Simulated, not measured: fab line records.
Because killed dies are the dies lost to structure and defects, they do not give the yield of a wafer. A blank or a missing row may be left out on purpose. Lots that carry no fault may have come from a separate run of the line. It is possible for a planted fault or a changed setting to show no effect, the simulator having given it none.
8D (eight disciplines) problem report, filled in by code ; flow gf180mcu ; the parts of the form that need people (team, actions taken, sign-off) are left out

1. THE PROBLEM
NSD_OVL at GF_NSD_OVL_MEAS_08 reads a mean of -85.0 nm on 12 wafers of 4 lots; wafers without a fault read -1.0 nm with a standard deviation of 1.5. Relative to the usual mean, that is a shift of -56 standard deviations.
First seen on wafer L890.1, day 17 14:28, on overlay-02. Wafers with a number at this step in the record: 39, from 13 lots. Rule for "out" (also "out of limits"): further than 4 standard deviations from the usual mean. Any other wafer with a number is counted as sound.

2. WHAT IT IS, AND WHAT IT ISN'T
question;is;is not
which readings at this step;NSD_OVL;-
which lots;L890, L891, L892, L896;L878, L879, L881, L882, L886, L889, L898, L900, L901
which wafers of those lots;all that have a number;-
read on which gauges;overlay-02;overlay-01
when;from day 17 14:28;"up to then (18 sound wafers); but 9 sound wafers of L898, L900, L901 came after"

3. SUSPECTS, AND WHAT RULES EACH OUT
Counting: any tool at a process step up to the reading is kept as a suspect provided that every lot that is out went through it and no sound lot did after the first of them.
- the gauge at GF_NSD_OVL_MEAS_08: kept. All the wafers that are out were read on overlay-02, and no step on other tools shows them out.
- ilineStepper-02 at GF_NSD_EXPOSE_04 (exposes mask Nplus, target cd 400 nm): kept. All lots that are out passed through it, beginning with L890 at day 17 03:14, and no sound lot followed; its final sound lot before that point was L889 at day 16 20:03.
After counting, ilineStepper-02 at GF_NSD_EXPOSE_04 and overlay-02 at GF_NSD_OVL_MEAS_08 remain.

4. THE CAUSE (what the simulator had put in)
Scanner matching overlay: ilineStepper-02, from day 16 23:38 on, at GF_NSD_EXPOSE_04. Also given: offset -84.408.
Counting leaves 2 suspects; this tool is one of them.

5. THE EFFECT CHAIN, in route order
Rows list readings where the struck wafers' mean (over those with a number) sits beyond 3 standard deviations from the usual. Scope: only readings with a usual standard deviation given in the record; hours: median across lots of the time from each lot's start at the first step in this table that gives one to its start at this step; sigmas: change in usual standard deviations.
hours;step;reading;usual;on struck wafers;change;sigmas
0;GF_NSD_OVL_MEAS_08;NSD_OVL;-1.0 nm;-85.0;-84.0;-56

6. WHAT WOULD HAVE CAUGHT IT SOONER
15 hours passed between the start of the fault at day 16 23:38 and the first reading out of limits at a measuring or inspecting step in this record, taken at day 17 14:28.
Of the tool readings at GF_NSD_EXPOSE_04 for which the record gives a usual standard deviation, none was out on any struck wafer, so an alarm limit of 4 standard deviations on them would not have fired.
L892, L896, from the lots that are out (4), started GF_NSD_EXPOSE_04 on ilineStepper-02 later than day 17 14:28. A hold on the tool at that time would have spared those 2.
